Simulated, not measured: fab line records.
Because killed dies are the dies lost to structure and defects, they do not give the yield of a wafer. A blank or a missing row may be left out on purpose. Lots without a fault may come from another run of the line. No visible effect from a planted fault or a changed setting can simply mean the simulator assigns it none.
A lot that was struck, set against a sound lot    flow sky130    43 out of 708 route steps
Sound: these wafers, L392.2, L392.3, L392.4. Wafers struck: L387.2, L387.3, L387.6. The cause is named last.
At each step with rows: each side's tool, then ch and its chambers, then its first start. Under that, the readings that differ: sound wafers    struck wafers    difference of the means    sigmas: that difference in standard deviations of wafers without a fault.
alike: readings whose means differ by less than 2 such deviations, and words and numbers that are the same on both sides. not compared: withheld readings, readings that some wafer has no value for, bounds like >300 that may hide the same value, and numbers for which the record gives no deviation and whose values overlap.
A row with sigmas, a row that says differs or no value, or rows on one side alone: a step with any of these is where the two part. Numbers that have no deviation but don't overlap get no sigmas and don't part them. A reading missing from all wafers of one side parts the sides only when that side holds two or more wafers.

first, 5 steps without rows for these wafers: SKY_SONOS_ONO_COAT_08 (resist thk 1140 nm); SKY_SONOS_ONO_SOFTBAKE_09 (time 60 s); SKY_SONOS_ONO_EXPOSE_10 (exposes mask ONOM, target cd 410 nm); SKY_SONOS_ONO_PEB_11; SKY_SONOS_ONO_DEVELOP_12 (develop time 60 s).
SKY_SONOS_ONO_CD_MEAS_13: target cd 410 nm.
  sound on cd-sem-02 at day 17 05:23; struck on cd-sem-01 at day 15 13:17
reading     sound              struck             difference  sigmas
cd-nm (nm)  416.2 413.4 414.4  410.0 408.9 408.2  -5.6        -3
SKY_SONOS_ONO_OVL_MEAS_14:
  sound on overlay-02 at day 17 05:29; struck on overlay-01 at day 15 13:23
  alike: SONOS_ONO_OVL
SKY_SONOS_ONO_ETCH_15: etches the open film in CHF3/O2, target depth 19.52 nm, time 7.8 s.
  sound on rie-diel-02 ch 0,1,2, day 17 05:31; struck on rie-diel-02 ch 0,2,3, day 15 13:25
  alike: bias-w, drypump-motor-current-A, oes-product-au, throttle-valve-pct
  not compared: rf-hours-counter-h
then, 1 step without rows for these wafers: SKY_SONOS_ONO_WET_ETCH_16 (etches SiO2 in dHF, target depth 14 nm, time 280 s).
SKY_SONOS_ONO_STRIP_17: strips in O2/N2.
  sound on plasma-asher-01 ch 0,1, day 17 05:37; struck on plasma-asher-02 ch 0,1, day 15 13:32
  alike: drypump-motor-current-A, oes-product-au, strip-time-to-endpoint-s
  not compared: rf-hours-counter-h
then, 2 steps without rows for these wafers: SKY_SONOS_ONO_WET_ETCH_18 (etches Si3N4 in H3PO4, target depth 15 nm, time 172 s); SKY_GATE_OXIDE_CLEAN_00 (cleans in SC1/SC2, time 150 s).
SKY_GATE_OXIDE_OXIDATION_01: stabilise 600 s, purge 300 s, target thk 10.268 nm.
  sound on furnace-02 ch 0, day 17 10:23; struck on furnace-01 ch 0, day 15 14:22
  alike: tube_center_temp_C_max, zone-power-centre-pct
SKY_GATE_OXIDE_THK_MEAS_02:
  sound on film-metro-04 at day 17 11:49; struck on film-metro-02 at day 15 15:47
  alike: GATE_OXIDE_OXIDATION_00_THK
then, 7 steps without rows for these wafers: SKY_GATE_OXIDE_DEHYDRATE_03 (time 60 s); SKY_GATE_OXIDE_HMDS_04 (prime time 60 s); SKY_GATE_OXIDE_COAT_05 (resist thk 1140 nm); SKY_GATE_OXIDE_SOFTBAKE_06 (time 60 s); SKY_GATE_OXIDE_EXPOSE_07 (exposes mask LVOM, target cd 600 nm); SKY_GATE_OXIDE_PEB_08; SKY_GATE_OXIDE_DEVELOP_09 (develop time 60 s).
SKY_GATE_OXIDE_OVL_MEAS_10:
  sound on overlay-02 at day 18 17:19; struck on overlay-01 at day 16 20:16
  alike: GATE_OXIDE_OVL
then, 2 steps without rows for these wafers: SKY_GATE_OXIDE_IMPLANT_11; SKY_GATE_OXIDE_WET_ETCH_12 (etches SiO2 in dHF, target depth 16.8 nm, time 336 s).
SKY_GATE_OXIDE_STRIP_13: strips in O2/N2.
  sound on plasma-asher-04 ch 0,1, day 18 17:42; struck on plasma-asher-03 ch 0,1, day 16 20:34
  alike: drypump-motor-current-A, oes-product-au, strip-time-to-endpoint-s
  not compared: rf-hours-counter-h
SKY_GATE_OXIDE_TW_MEAS_14:
  sound on film-metro-04 at day 18 17:49; struck on film-metro-02 at day 16 20:40
  alike: GATE_OXIDE_TW
then, 3 steps without rows for these wafers: SKY_GATE_OXIDE_CLEAN_15 (cleans in SC1/SC2, time 150 s); SKY_GATE_OXIDE_OXIDATION_16 (stabilise 600 s, purge 300 s, target thk 3.57 nm); SKY_POLY_GATE_CVD_00 (deposits poly-Si, target thk 180 nm, time 720 s).
SKY_POLY_GATE_THK_MEAS_01:
  sound on film-metro-03 at day 18 22:18; struck on film-metro-02 at day 17 04:21
  alike: POLY_GATE_CVD_00_THK
then, 8 steps without rows for these wafers: SKY_RES_PROTECT_DEHYDRATE_00 (time 60 s); SKY_RES_PROTECT_HMDS_01 (prime time 60 s); SKY_RES_PROTECT_COAT_02 (resist thk 1140 nm); SKY_RES_PROTECT_SOFTBAKE_03 (time 60 s); SKY_RES_PROTECT_EXPOSE_04 (exposes mask RPM, target cd 1270 nm); SKY_RES_PROTECT_PEB_05; SKY_RES_PROTECT_DEVELOP_06 (develop time 60 s); SKY_POLY_GATE_IMPLANT_02.
SKY_RES_PROTECT_STRIP_07: strips in O2/N2.
  sound on plasma-asher-02 ch 0,1, day 20 05:40; struck on plasma-asher-03 ch 0,1, day 18 09:37
  alike: drypump-motor-current-A, oes-product-au, strip-time-to-endpoint-s
  not compared: rf-hours-counter-h
SKY_RES_PROTECT_TW_MEAS_08:
  sound on film-metro-01 at day 20 05:46; struck on film-metro-02 at day 18 09:43
reading       sound           struck          difference  sigmas
POLY_GATE_TW  3975 3977 3962  4046 4028 4033  +64         +2
then, 2 steps without rows for these wafers: SKY_RES_PROTECT_CLEAN_09 (cleans in SC1/SC2, time 150 s); SKY_POLY_GATE_CVD_03 (deposits Si3N4 from DCS/NH3, target thk 75 nm, time 1290 s).
-- here the record skips 30 days between the struck wafers' starts before and after, leaving off in module POLY_GATE and picking up in module PAD_OPEN (first step shown: number 708 of the route) --
SKY_PAD_OPEN_PROBE_99:
  sound on prober-02 at day 49 00:29; struck on prober-01 at day 47 23:01
reading                                            sound                 struck                difference  sigmas
model.etest.cap-thick-oxide.gate-bv-v (V)          15.66 15.71 15.49     13.34 13.58 13.64     -2.10       
model.etest.diode-nwell-sub.leak-log10-a-cm2       -7.53 -7.502 -7.367   -6.343 -6.645 -6.431  +0.993      
model.etest.diode-dnwell-sub.leak-log10-a-cm2      -7.1 -7.309 -7.5      -6.348 -6.415 -6.503  +0.881      
model.etest.diode-pwell-dnwell.leak-log10-a-cm2    -7.678 -7.642 -7.513  -6.905 -6.893 -6.622  +0.804      
model.etest.diode-ndiff-pwell-hv.leak-log10-a-cm2  -6.482 -6.769 -6.787  -6.406 -6.168 -6.125  +0.446      
model.etest.diode-pdiff-nwell-hv.leak-log10-a-cm2  -6.619 -6.649 -6.398  -6.017 -6.065 -6.139  +0.482      
model.etest.diode-ndiff-pwell.leak-log10-a-cm2     -7.296 -7.5 -7.5      -6.771 -7.125 -6.847  +0.518      
  alike: killed_at_M0_to_M3, killed_at_M4_up, killed-at-contacts, killed-at-front-end, killed-at-other, killed-dies, killed-open, killed-short
  not compared: model.etest.diode-pdiff-nwell.leak-log10-a-cm2

WHERE THEY PART
At SKY_SONOS_ONO_CD_MEAS_13 first; at SKY_RES_PROTECT_TW_MEAS_08 last (within this record only). Later steps at which nothing parts them and some readings are alike: SKY_PAD_OPEN_PROBE_99.

WHY: what had been put in by the simulator
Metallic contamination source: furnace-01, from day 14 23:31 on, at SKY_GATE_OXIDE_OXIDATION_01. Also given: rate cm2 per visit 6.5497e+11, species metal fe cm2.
